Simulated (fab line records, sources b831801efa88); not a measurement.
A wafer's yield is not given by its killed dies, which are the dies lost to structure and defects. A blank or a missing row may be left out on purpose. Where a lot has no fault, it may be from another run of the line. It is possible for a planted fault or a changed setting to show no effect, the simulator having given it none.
A lot that was struck, set against a sound lot || flow gf180mcu || 14 out of 602 route steps
Sound: the wafers L498.1, L498.2, L498.4. Wafers L500.2, L500.4, L500.6 were the ones struck. The cause is given at the end.
Each step with rows lists, per side, the tool, then ch with its chambers, then its first start. Under that, the readings that differ: sound wafers || struck wafers || difference of the means || sigmas: that difference in standard deviations of wafers without a fault.
alike: readings whose means differ by less than 2 such deviations, and words and numbers that are the same on both sides. not compared: withheld readings, readings that some wafer has no value for, bounds like >300 that may hide the same value, and numbers for which the record gives no deviation and whose values overlap.
A row with sigmas, a row that says differs or no value, or rows on one side alone: a step with any of these is where the two part. Numbers that don't overlap but have no deviation are shown without sigmas and don't part them. A reading missing from all wafers of one side parts the sides only when that side holds two or more wafers.

first, 1 step without rows for these wafers: GF_PSD_CLEAN_12 (cleans in SC1/SC2, time 150 s).
GF_PSD_RTA_13: time 20 s.
  sound on rtp_anneal-02 ch 0, day 18 01:51; struck on rtp_anneal-01 ch 0, day 18 16:31
{"reading": "lamp_power_pct (%)", "sound": "38.5 38.6 38.6", "struck": "36.2 36.2 36.2", "difference": -2.4, "sigmas": -2}
  alike: anneal_temp_c_max, wafer_temp_C_max
GF_PSD_RS_MEAS_14: measures by four-point-probe.
  struck on film_metro-04, day 18 16:37; sound on film_metro-04, day 18 01:56
  alike: NSD_RS
GF_PSD_RS_MEAS_15: measures by four-point-probe.
  struck on film_metro-04, day 18 16:44; sound on film_metro-04, day 18 02:04
  alike: PSD_RS
GF_SAB_CVD_00: deposits SiO2 from TEOS, target thk 50 nm, time 4.9302 s.
  sound on pecvd-01 ch 0,1, day 18 02:11; struck on pecvd-03 ch 0,2, day 18 16:50
{"reading": "heater_power_w (W)", "sound": "845 704 856", "struck": "479 662 492", "difference": -257, "sigmas": -3}
GF_SAB_THK_MEAS_01:
  struck on film_metro-03, day 18 16:52; sound on film_metro-01, day 18 02:12
  alike: SAB_CVD_00_THK
then, 6 steps without rows for these wafers: GF_SAB_DEHYDRATE_02 (time 60 s); GF_SAB_HMDS_03 (prime time 60 s); GF_SAB_COAT_04 (resist thk 1000 nm); GF_SAB_SOFTBAKE_05 (time 60 s); GF_SAB_EXPOSE_06 (exposes mask SAB, target cd 420 nm); GF_SAB_PEB_07.
GF_SAB_DEVELOP_08: develop time 60 s.
  struck on litho_track-03, day 19 17:10; sound on litho_track-03 ch 0, day 19 02:11
  no value came back on the struck wafers for chill_plate_temp_C (C), develop_time_s (s), exhaust_pa (Pa); on the sound wafers chill_plate_temp_C (C) reads 23.01 22.89 22.91
GF_SAB_CD_MEAS_09 targets a cd of 420 nm.
  struck on cd_sem-01, day 19 17:19; sound on cd_sem-01, day 19 02:20
{"reading": "cd_nm (nm)", "sound": "420.0 417.9 417.2", "struck": "- - -", "difference": "no value on the struck wafers", "sigmas": ""}

## WHERE THEY PART
First at GF_PSD_RTA_13; last, within this record, at GF_SAB_CD_MEAS_09.

WHY: whatever the simulator had introduced
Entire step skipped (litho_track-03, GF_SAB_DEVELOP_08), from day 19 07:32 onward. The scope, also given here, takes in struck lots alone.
